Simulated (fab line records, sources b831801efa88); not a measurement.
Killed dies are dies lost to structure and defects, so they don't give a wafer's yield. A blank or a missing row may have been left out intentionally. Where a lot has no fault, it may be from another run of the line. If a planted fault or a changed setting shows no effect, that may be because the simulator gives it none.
One fault seen from 2 desks | flow sky130 | what lay behind the numbers comes last; until then each desk has only its own

## THE METROLOGY DESK
Means of the sampled wafers that have a number, per lot and without regard to the tool the lot ran on: this is what the gauges read. Marked OUT: a lot whose mean sits more than 4 standard deviations from the usual mean, which makes it out of limits; the brackets give that distance.
Columns: A = METAL4_OVL at SKY_METAL4_OVL_MEAS_14, usual 3 nm
lot  | first seen here | A
L542 | day 42 03:17    | 2
L543 | day 42 05:23    | 0
L544 | day 42 08:59    | -4
L546 | day 43 06:47    | 12
L547 | day 43 11:47    | 7
L554 | day 45 03:26    | 5
L556 | day 46 16:44    | 2
L558 | day 46 17:56    | 1
L559 | day 46 18:38    | 5
L560 | day 46 19:05    | 4
L561 | day 46 19:41    | -7
L562 | day 47 00:08    | -4
L563 | day 47 16:35    | 2
This desk's finding: nothing out of limits on any of the 13 lots.

## THE TOOL OWNER'S DESK: cmp-02
The tool's own readings at SKY_VIA4_CMP_21 (polishes, stops on SiO2, t overpolish 25 s, target thk 0 nm): means of the sampled wafers that have a number, for each lot that ran on this tool. Marked OUT: a lot whose mean sits more than 4 standard deviations from the usual mean, which makes it out of limits; the brackets give that distance.
Columns: A = edgeZonePressureFrac at SKY_VIA4_CMP_21, usual 1.001; B = headPressurePsi at SKY_VIA4_CMP_21, usual 3.500 psi; C = motorCurrentA at SKY_VIA4_CMP_21, usual 11.7 A; D = overpolishRunS at SKY_VIA4_CMP_21, usual 25.000 s; E = timeToEndpointS at SKY_VIA4_CMP_21, usual 123 s
lot  | first seen here | A     | B     | C    | D      | E
L542 | day 43 05:05    | 1.001 | 3.495 | 11.3 | 25.003 | 122
L543 | day 43 07:00    | 1.000 | 3.498 | 11.3 | 24.982 | 122
L554 | day 46 04:20    | 1.004 | 3.503 | 11.2 | 25.000 | 123
L556 | day 47 15:37    | 1.001 | 3.500 | 11.2 | 25.008 | 124
L558 | day 47 17:23    | 1.002 | 3.497 | 11.7 | 24.998 | 121
L563 | day 48 14:43    | 1.001 | 3.502 | 11.4 | 25.001 | 125
This desk's finding: nothing out of limits on any of the 6 lots.

## PUT TOGETHER
Nothing out of limits was seen by the metrology desk.
The tool owner's desk saw nothing out of limits.

## WHAT THE SIMULATOR PUT IN
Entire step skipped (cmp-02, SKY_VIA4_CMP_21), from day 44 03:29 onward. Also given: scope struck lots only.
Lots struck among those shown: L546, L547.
